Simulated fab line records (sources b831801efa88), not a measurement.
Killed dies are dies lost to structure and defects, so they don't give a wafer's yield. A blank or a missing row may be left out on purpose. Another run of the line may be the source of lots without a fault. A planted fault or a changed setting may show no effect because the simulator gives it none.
A lot that was struck, set against a sound lot / flow gf180mcu / 23 out of 602 route steps
Sound: wafers L400.1, L400.2, L400.6. Struck: wafers L408.1, L408.5, L408.6. At the end, the cause is stated.
Order at every step that has rows: each side's tool, ch and its chambers, its first start. Under that, the readings that differ: sound wafers / struck wafers / difference of the means / sigmas: that difference in standard deviations of wafers without a fault.
alike: words and numbers the same on both sides, and readings whose means are apart by under 2 such deviations; not compared: readings that were withheld, readings missing a value for some wafer, numbers with overlapping values and no deviation given by the record, and bounds like >300 which may hide the same value.
A row with sigmas, a row that says differs or no value, or rows on one side alone: a step with any of these is where the two part. Numbers that have no deviation but don't overlap get no sigmas and don't part them. Lack of a reading on every wafer of one side parts them only where that side has two or more wafers.

GF_V3_RS_MEAS_24: uses a four-point probe to measure.
  struck on filmMetro-04, day 26 02:56; sound on filmMetro-04, day 23 09:40
  alike: V3_W_RS
GF_V3_THK_MEAS_25: measures by xrf.
  struck on filmMetro-04, day 26 03:03; sound on filmMetro-04, day 23 09:47
  alike: V3_W_THK
GF_V3_CMP_26: polishes, stops on SiO2, t overpolish 15 s, target thk 0 nm.
  sound on cmp-01 ch 1,3, day 23 09:53; struck on cmp-02 ch 1,2,3, day 26 03:16
  alike: motorCurrentA, overpolishRunS, timeToEndpointS
GF_M4_SPUTTER_00: material Ti, target thk 37.5 nm, time 150 s.
  struck on pvdSputter-04, day 26 03:25; sound on pvdSputter-02, day 23 10:08
reading=chamberPressurePa (Pa); sound=2.004 1.999 2.002; struck=1.989 1.996 1.994; difference=-0.009; sigmas=-2
  alike: throttleValvePct
GF_M4_SPUTTER_01: material TiN, target thk 30 nm, time 25 s.
  struck on pvdSputter-04, day 26 03:31; sound on pvdSputter-02, day 23 10:14
  alike: chamberPressurePa, throttleValvePct
GF_M4_SPUTTER_02: material AlCu, target thk 450 nm, time 23.9 s.
  struck on pvdSputter-04, day 26 03:32; sound on pvdSputter-02, day 23 10:16
  alike: chamberPressurePa, throttleValvePct
then, 1 step without rows for these wafers: GF_M4_SPUTTER_03 (material Ti, target thk 10 nm, time 6.7 s).
GF_M4_SPUTTER_04: material TiN, target thk 50 nm, time 42.81 s.
  struck on pvdSputter-04, day 26 03:35; sound on pvdSputter-02, day 23 10:19
  alike: chamberPressurePa, throttleValvePct
GF_M4_RS_MEAS_05: uses a four-point probe to measure.
  struck on filmMetro-01, day 26 03:38; sound on filmMetro-04, day 23 10:22
reading=M4_ALCU_RS (ohm/sq); sound=0.0706 0.0708 0.0711; struck=0.0691 0.0692 0.0690; difference=-0.0017; sigmas=-3
GF_M4_THK_MEAS_06: measures by xrf.
  struck on filmMetro-01, day 26 03:45; sound on filmMetro-04, day 23 10:29
reading=M4_ALCU_THK (nm); sound=447 443 442; struck=452 452 452; difference=+8; sigmas=+2
then, 2 steps without rows for these wafers: GF_M4_DEHYDRATE_07 (time 60 s); GF_M4_HMDS_08 (prime time 60 s).
GF_M4_COAT_09: resist thk 1000 nm.
  sound on lithoTrack-01 ch 0, day 23 20:52; struck on lithoTrack-01 ch 0, day 26 13:34
reading=model.KrF_of_M4_COAT_09.thkNm (nm); sound=994.7 994.7 994.7; struck=1049 1051 1049; difference=+55; sigmas=
  alike: dispensePressureKPa
then, 4 steps without rows for these wafers: GF_M4_SOFTBAKE_10 (time 60 s); GF_M4_EXPOSE_11 (exposes mask Metal4, target cd 280 nm); GF_M4_PEB_12 (peb time 90 s); GF_M4_DEVELOP_13 (develop time 60 s).
GF_M4_CD_MEAS_14: target cd 280 nm.
  struck on cdSem-02, day 27 00:25; sound on cdSem-02, day 24 08:34
reading=cdNm (nm); sound=279.0 279.3 279.9; struck=281.5 282.3 282.2; difference=+2.6; sigmas=+2
GF_M4_OVL_MEAS_15:
  struck on overlay-01, day 27 00:32; sound on overlay-02, day 24 08:41
  alike: M4_OVL
GF_M4_METAL_ETCH_16: etches the open film in Cl2/BCl3, stops on SiO2, target depth 750.8 nm, time 125.1 s.
  sound on rieMetal-04 ch 0,1, day 24 08:44; struck on rieMetal-02 ch 1, day 27 00:34
reading=drypumpMotorCurrentA (A); sound=6.2 5.7 6.2; struck=4.8 4.8 4.8; difference=-1.2; sigmas=-3
reading=model.KrF_of_M4_COAT_09.thkNm (nm); sound=678.7 678.6 680; struck=732.6 734.5 732.9; difference=+54.2; sigmas=
  alike: oesProductAu, rfFwdPowerW, throttleValvePct
  not compared: rfHoursCounterH
GF_M4_STRIP_17: strips in O2/N2.
  sound on plasmaAsher-03 ch 0,1, day 24 08:51; struck on plasmaAsher-01 ch 0,1, day 27 00:49
reading=oesProductAu (a.u.); sound=0.539 0.531 0.529; struck=0.559 0.556 0.568; difference=+0.028; sigmas=+6
reading=stripTimeToEndpointS (s); sound=7.33 7.34 7.34; struck=7.87 7.85 7.87; difference=+0.53; sigmas=+15
  alike: drypumpMotorCurrentA, heaterPowerW
  not compared: rfHoursCounterH
then, 2 steps without rows for these wafers: GF_M4_STRIP_18 (strips in post etch residue remover, time 1200 s); GF_PASSIVATION_PROBE_99.

## WHERE THEY PART
Last at GF_M4_STRIP_17 as far as this record goes, first at GF_M4_SPUTTER_00.

WHY: what the simulator had put in
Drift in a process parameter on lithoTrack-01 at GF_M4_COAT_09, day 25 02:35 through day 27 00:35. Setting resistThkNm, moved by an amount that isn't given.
